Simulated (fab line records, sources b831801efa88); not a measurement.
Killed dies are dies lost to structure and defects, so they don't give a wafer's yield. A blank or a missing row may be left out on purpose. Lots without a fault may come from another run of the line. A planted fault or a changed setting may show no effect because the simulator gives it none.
fab line records | flow gf180mcu
record lots=13 wafers=39 last_day=34
route steps=602 shown HV_LDD@210 CONTACT@289 M3@410
lots that met no fault: from a run of the same line without faults
start_h: hours from the record's first day to the start of the lot's first wafer shown | wait_h: hours since the lot's step before | " the same as in the row above | L1.1+2: a row that stands for several wafers | - no value, or no start given | * or withheld: withheld | < > ~ a bound
route shown NAME@n: a module of which the file shows steps, and the number in the route of the first | usual: mean/standard deviation of fault-free wafers | same: alike in all rows | chamber/n: place in a boat | sites: the reading at each site | _std_site: their standard deviation | _edge_site: outer sites' mean less inner sites' | radius_mm: how far each site lies from the wafer's centre | mask NAME#n: copy n | behind: the tool/chamber that last shaped the wafer | hold: why the lot was held/for how many hours/how that ended | device: the transistor (n, p or np) that didn't switch | end of line: the same wafers' tests at the end of the route | a step without rows: its recipe alone | killed: dies lost to structure and defects at the first sort, not the wafer's yield | map: a wafer's dies, x killed, . not, _ none there
set.NAME: the setting as run; set.NAME@STEP: as run at that earlier step | model.NAME: the simulator's own value behind a step, which no gauge read
steps of the route over a sample of lots; a table a step, a row a wafer
services: from which hour (start_h, from the record's first day; less than 0 if before it) a tool's chamber was out of use, for how many hours, and why
## steps
# step GF_HV_LDD_IMPLANT_34
# recipe species=P energy_kev=60 dose_cm2=7.5e+12 tilt_deg=30 rotation_deg=90
# usual dose_ions_cm2=7.498e+12/8.1e+09 faraday_current_uA=42.4/0.82
# columns lot.wafer tool chamber start_h wait_h dose_ions_cm2 faraday_current_uA
L147.1 implanter-03 0 266.78 0.1 7.482e+12 41.8
L147.2 " 0 " " 7.491e+12 41.4
L147.5 " 0 " " 7.498e+12 42.8
L151.3 implanter-03 0 290.18 0.1 7.49e+12 42.5
L151.4 " 0 " " 7.495e+12 41.6
L151.5 " 0 " " 7.486e+12 42.3
L154.3 implanter-04 0 317.65 0.1 7.506e+12 42.5
L154.4 " 0 " " 7.492e+12 41.6
L154.5 " 0 " " 7.509e+12 40.8
L156.2 implanter-04 0 337.21 0.1 7.509e+12 43.2
L156.3 " 0 " " 7.506e+12 43.4
L156.4 " 0 " " 7.487e+12 43.7
L157.1 implanter-03 0 341.28 0.1 1.0192e+13 56.3
L157.4 " 0 " " 1.0199e+13 58.2
L157.6 " 0 " " 1.0197e+13 58.5
L158.1 implanter-03 0 351.00 0.1 1.0187e+13 56.6
L158.3 " 0 " " 1.0197e+13 58.6
L158.6 " 0 " " 1.02e+13 56.9
L160.3 implanter-01 0 366.83 0.1 7.507e+12 42.0
L160.4 " 0 " " 7.503e+12 41.6
L160.5 " 0 " " 7.481e+12 42.0
L164.1 implanter-01 0 393.08 0.1 7.508e+12 42.2
L164.2 " 0 " " 7.522e+12 43.2
L164.5 " 0 " " 7.499e+12 42.2
L165.2 implanter-01 0 407.11 0.1 7.508e+12 42.3
L165.3 " 0 " " 7.5e+12 41.2
L165.5 " 0 " " 7.503e+12 42.3
L166.1 implanter-03 0 411.18 0.1 7.488e+12 43.2
L166.2 " 0 " " 7.497e+12 43.0
L166.4 " 0 " " 7.511e+12 42.9
L167.1 implanter-01 0 419.83 0.1 7.498e+12 43.1
L167.2 " 0 " " 7.5e+12 43.2
L167.4 " 0 " " 7.507e+12 41.1
L168.2 implanter-01 0 427.91 0.1 7.511e+12 41.9
L168.3 " 0 " " 7.502e+12 41.1
L168.6 " 0 " " 7.489e+12 43.3
L169.1 implanter-03 0 434.08 0.1 7.496e+12 43.3
L169.2 " 0 " " 7.493e+12 40.9
L169.5 " 0 " " 7.477e+12 43.6
# step GF_HV_LDD_RS_MEAS_53
# recipe thk_meas_gauge=four-point-probe
# usual HV_LDD_RS=417.9/1.3
# columns lot.wafer tool chamber start_h wait_h HV_LDD_RS[ohm/sq]
L147.1 film_metro-04 - 287.63 0.1 418.0
L147.2 " - " " 416.1
L147.5 " - " " 418.0
L151.3 film_metro-02 - 311.40 0.1 417.4
L151.4 " - " " 417.1
L151.5 " - " " 417.9
L154.3 film_metro-01 - 339.75 0.1 418.6
L154.4 " - " " 418.2
L154.5 " - " " 419.3
L156.2 film_metro-04 - 359.59 0.1 418.0
L156.3 " - " " 418.8
L156.4 " - " " 417.3
L157.1 film_metro-02 - 364.13 0.1 409.1
L157.4 " - " " 408.3
L157.6 " - " " 408.7
L158.1 film_metro-01 - 373.92 0.1 411.2
L158.3 " - " " 411.7
L158.6 " - " " 411.8
L160.3 film_metro-02 - 390.60 0.1 417.3
L160.4 " - " " 417.6
L160.5 " - " " 418.5
L164.1 film_metro-02 - 417.74 0.1 418.4
L164.2 " - " " 419.0
L164.5 " - " " 417.5
L165.2 film_metro-04 - 431.78 0.1 417.4
L165.3 " - " " 420.0
L165.5 " - " " 419.2
L166.1 film_metro-02 - 435.42 0.1 418.0
L166.2 " - " " 418.8
L166.4 " - " " 419.0
L167.1 film_metro-02 - 445.10 0.1 417.5
L167.2 " - " " 418.3
L167.4 " - " " 418.0
L168.2 film_metro-01 - 453.52 0.1 419.5
L168.3 " - " " 419.2
L168.6 " - " " 418.3
L169.1 film_metro-01 - 459.54 0.1 421.1
L169.2 " - " " 420.7
L169.5 " - " " 420.8
# step GF_CONTACT_CVD_02
# recipe material=SiO2 target_thk_nm=860 precursor=TEOS temp_c=400 time_s=95.992 rf_w=600
# usual heater_power_outer_w=439/93 heater_power_w=718/110
# same time_s=95.992
# columns lot.wafer tool chamber start_h wait_h heater_power_outer_w heater_power_w
L147.1 pecvd-01 2 354.44 0.1 519 829
L147.2 " 1 " " 513 871
L147.5 " 2 " " 539 841
L151.3 pecvd-03 0 380.36 0.0 609 862
L151.4 " 1 " " 354 607
L151.5 " 0 " " 642 899
L154.3 pecvd-04 1 412.47 0.0 495 742
L154.4 " 2 " " 419 684
L154.5 " 1 " " 525 763
L156.2 pecvd-01 2 434.37 0.0 476 761
L156.3 " 1 " " 507 872
L156.4 " 2 " " 511 808
L157.1 pecvd-01 0 439.79 0.1 359 688
L157.4 " 1 " " 484 838
L157.6 " 2 " " 509 779
L158.1 pecvd-01 2 449.71 0.1 503 777
L158.3 " 2 " " 535 790
L158.6 " 2 " " 409 650
L160.3 pecvd-03 0 466.79 0.0 640 903
L160.4 " 0 " " 504 755
L160.5 " 2 " " 442 727
L164.1 pecvd-01 2 494.26 0.1 521 826
L164.2 " 0 " " 359 650
L164.5 " 1 " " 478 836
L165.2 pecvd-03 1 510.13 0.0 368 649
L165.3 " 0 " " 587 819
L165.5 " 1 " " 272 499
L166.1 pecvd-04 2 512.97 0.1 430 682
L166.2 " 0 " " 349 674
L166.4 " 2 " " 314 539
L167.1 pecvd-04 1 521.31 0.1 437 655
L167.2 " 0 " " 382 726
L167.4 " 0 " " 285 577
L168.2 pecvd-03 1 529.09 0.0 365 628
L168.3 " 2 " " 381 649
L168.6 " 2 " " 422 698
L169.1 pecvd-04 0 536.43 0.1 287 611
L169.2 " 1 " " 422 603
L169.5 " 0 " " 333 672
# step GF_M3_SPUTTER_01
# recipe material=TiN target_thk_nm=30 power_w=6500 time_s=25 chamber_pressure_pa=0.4
# usual chamber_pressure_pa=0.4000/0.0009 throttle_valve_pct=30.3/0.78
# same time_s=25
# columns lot.wafer tool chamber start_h wait_h chamber_pressure_pa throttle_valve_pct
L147.1 pvd_sputter-03 - 481.95 0.1 0.3994 30.4
L147.2 " - " " 0.4003 32.3
L147.5 " - " " 0.4026 30.3
L151.3 pvd_sputter-01 - 507.42 0.1 0.3994 29.7
L151.4 " - " " 0.4000 29.4
L151.5 " - " " 0.3998 30.2
L154.3 pvd_sputter-01 - 541.41 0.1 0.3999 30.1
L154.4 " - " " 0.3992 29.2
L154.5 " - " " 0.3996 29.5
L156.2 pvd_sputter-03 - 561.44 0.1 0.4003 30.2
L156.3 " - " " 0.4006 30.4
L156.4 " - " " 0.4005 30.5
L157.1 pvd_sputter-03 - 566.13 0.1 0.3986 31.9
L157.4 " - " " 0.3995 30.6
L157.6 " - " " 0.3986 31.9
L158.1 pvd_sputter-02 - 575.09 0.1 0.4006 29.6
L158.3 " - " " 0.4008 31.0
L158.6 " - " " 0.4000 31.1
L160.3 pvd_sputter-03 - 590.24 0.1 0.3994 30.1
L160.4 " - " " 0.3995 30.9
L160.5 " - " " 0.3998 32.2
L164.1 pvd_sputter-03 - 612.29 0.1 0.4003 30.1
L164.2 " - " " 0.4003 31.9
L164.5 " - " " 0.4010 31.7
L165.2 pvd_sputter-01 - 628.28 0.1 0.4007 30.1
L165.3 " - " " 0.3996 29.6
L165.5 " - " " 0.3999 29.5
L166.1 pvd_sputter-01 - 630.48 0.1 0.4009 29.5
L166.2 " - " " 0.3983 29.9
L166.4 " - " " 0.3984 29.6
L167.1 pvd_sputter-03 - 637.45 0.1 0.4006 30.5
L167.2 " - " " 0.4015 32.0
L167.4 " - " " 0.4000 30.4
L168.2 pvd_sputter-03 - 644.38 0.1 0.4015 32.0
L168.3 " - " " 0.3988 30.5
L168.6 " - " " 0.4007 31.8
L169.1 pvd_sputter-02 - 649.25 0.1 0.3991 31.4
L169.2 " - " " 0.4001 31.0
L169.5 " - " " 0.4001 30.5
# step GF_M3_RS_MEAS_05
# recipe thk_meas_gauge=four-point-probe reads=TiN_of_M3_SPUTTER_04+Ti_of_M3_SPUTTER_03+AlCu_of_M3_SPUTTER_02+TiN_of_M3_SPUTTER_01+Ti_of_M3_SPUTTER_00
# usual M3_ALCU_RS=0.0695/0.00068
# columns lot.wafer tool chamber start_h wait_h M3_ALCU_RS[ohm/sq]
L147.1 film_metro-03 - 482.07 0.0 0.0692
L147.2 " - " " 0.0690
L147.5 " - " " 0.0693
L151.3 film_metro-03 - 507.58 0.1 0.0690
L151.4 " - " " 0.0689
L151.5 " - " " 0.0692
L154.3 film_metro-04 - 541.57 0.1 0.0698
L154.4 " - " " 0.0701
L154.5 " - " " 0.0697
L156.2 film_metro-03 - 561.58 0.0 0.0686
L156.3 " - " " 0.0691
L156.4 " - " " 0.0687
L157.1 film_metro-03 - 566.25 0.0 0.0680
L157.4 " - " " 0.0688
L157.6 " - " " 0.0675
L158.1 film_metro-04 - 575.21 0.0 0.0687
L158.3 " - " " 0.0693
L158.6 " - " " 0.0699
L160.3 film_metro-03 - 590.40 0.1 0.0705
L160.4 " - " " 0.0692
L160.5 " - " " 0.0693
L164.1 film_metro-03 - 612.41 0.0 0.0685
L164.2 " - " " 0.0691
L164.5 " - " " 0.0695
L165.2 film_metro-04 - 628.42 0.0 0.0699
L165.3 " - " " 0.0698
L165.5 " - " " 0.0696
L166.1 film_metro-03 - 630.60 0.0 0.0702
L166.2 " - " " 0.0703
L166.4 " - " " 0.0706
L167.1 film_metro-04 - 637.57 0.0 0.0694
L167.2 " - " " 0.0688
L167.4 " - " " 0.0691
L168.2 film_metro-03 - 644.53 0.0 0.0697
L168.3 " - " " 0.0701
L168.6 " - " " 0.0696
L169.1 film_metro-04 - 649.37 0.0 0.0689
L169.2 " - " " 0.0687
L169.5 " - " " 0.0689
## services
# columns tool chamber start_h hours kind
pvd_sputter-03 - 245.79 5.3 repair
pecvd-01 - 248.98 42.1 repair
pecvd-01 2 266.82 3.7 repair
implanter-03 - 272.40 6.3 pm
pecvd-04 1 289.60 12.0 repair
implanter-03 - 296.96 4.3 pm
implanter-01 - 299.78 2.7 pm
pecvd-01 0 309.03 9.7 repair
pecvd-04 1 310.41 18.7 repair
pecvd-01 - 368.88 14.0 pm
pecvd-01 - 395.04 4.1 repair
implanter-03 - 418.82 5.2 repair
implanter-01 - 425.85 1.6 repair
pvd_sputter-03 - 443.05 3.8 repair
pecvd-01 0 447.80 21.5 repair
pecvd-01 1 458.86 10.2 repair
pvd_sputter-03 - 479.00 2.3 repair
implanter-03 - 502.35 5.6 repair
implanter-01 - 517.19 3.6 repair
pvd_sputter-03 - 524.22 0.6 repair
implanter-03 - 526.86 1.9 repair
implanter-03 - 542.90 1.2 repair
pecvd-01 0 622.85 4.4 repair
pvd_sputter-03 - 647.45 1.2 repair
## key
first_sign step=GF_HV_LDD_IMPLANT_34 reading=dose_ions_cm2 direction=up sigmas=99+ usual=7.498e+12 struck=1.0195e+13
effect step=GF_HV_LDD_IMPLANT_34 reading=faraday_current_uA direction=up sigmas=18 usual=42.4 struck=57.5
effect step=GF_HV_LDD_RS_MEAS_53 reading=HV_LDD_RS direction=down sigmas=6.2 usual=417.9 struck=410.1
met_at GF_HV_LDD_IMPLANT_34
struck_lots L157,L158
tester_left_out L157,L158
not_acting_at GF_CONTACT_CVD_02,GF_M3_SPUTTER_01,GF_M3_RS_MEAS_05
onset_between 290.18 341.28
fault kind=process_parameter_drift tool=implanter-03 chamber=- onset_h=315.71 steps=GF_HV_LDD_IMPLANT_34 channel=dose_cm2 offset=2.6922e+12 shape=step end_h=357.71 acts_in=these_recipes_only stated=7.5e+12
# tester_left_out: of these lots the tester's yield and bins aren't shown, on N5 and GAA mostly nor the transistor test; their killed dies are dies lost to structure and defects alone, not to doping, threshold or leakage, so they don't give the yield
